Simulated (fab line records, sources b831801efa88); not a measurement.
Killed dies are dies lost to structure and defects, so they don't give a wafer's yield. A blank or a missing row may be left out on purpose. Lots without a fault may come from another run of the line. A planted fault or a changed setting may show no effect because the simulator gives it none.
Which tool did it? | flow gf180mcu | 6 lots, 18 wafers sampled, at 2 steps of a route of 602

WHAT THE GAUGES READ, wafer by wafer
GF_HV_LDD_CD_MEAS_31: target cd 400 nm.
lot  | measured     | on        | cd_nm (nm)
L357 | day 12 08:13 | cd_sem-02 | 401.8 401.6 398.4
L360 | day 13 20:04 | cd_sem-02 | 401.0 400.4 400.5
L363 | day 14 18:29 | cd_sem-02 | 400.2 398.1 398.7
L366 | day 15 09:20 | cd_sem-01 | 398.5 397.4 399.3
L374 | day 18 10:01 | cd_sem-01 | 411.5 410.2 410.3 411.2 410.2 410.8
L376 | day 18 22:26 | cd_sem-01 | 402.9 399.5 401.0

WHICH TOOL RAN EACH LOT (tool, then ch and the chambers of the sampled wafers, then the start)
lot  | GF_HV_LDD_DEVELOP_30
L357 | litho_track-02 ch 0, day 12 08:05
L360 | litho_track-04 ch 0, day 13 19:55
L363 | litho_track-03 ch 0, day 14 18:20
L366 | litho_track-04 ch 0, day 15 09:11
L374 | litho_track-04 ch 0, day 18 09:52
L376 | litho_track-03 ch 0, day 18 22:17
- GF_HV_LDD_DEVELOP_30: develop time 60 s.

THE ANSWER, worked out from the rows above alone
Rule: what is usual is taken from the lots themselves. Put in order of their means at a reading, lots are off if they are a third of the lots or fewer, leave a main group of 4 or more, and stand apart from it by a gap of 3 or more times the standard deviation of the main group's means; of several such gaps the widest counts. A main group whose means are all the same, to the digits that the tables above print for the reading, isn't used. A lot without any number at a reading at which 4 lots or more have one is off too. The other lots that the step has rows for count as sound.
Off: L374, at GF_HV_LDD_CD_MEAS_31 (cd_nm). The main group: mean 400.0 nm, standard deviation 1.1.
A tool fits if, at a process step before that reading, it ran every lot that is off, and no sound lot after the first of them. The gauges at GF_HV_LDD_CD_MEAS_31 are tried like those tools. One fits: litho_track-04 at GF_HV_LDD_DEVELOP_30. Its last sound lot is L366 (day 15 09:11), its first lot that is off L374 (day 18 09:52): a fault that began between those two fits.

WHAT THE SIMULATOR HAD PUT IN
Process parameter drift: litho_track-04, from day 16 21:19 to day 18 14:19, at GF_HV_LDD_DEVELOP_30. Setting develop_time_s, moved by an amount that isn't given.
Lots struck among those shown: L374. The rule above found the same.
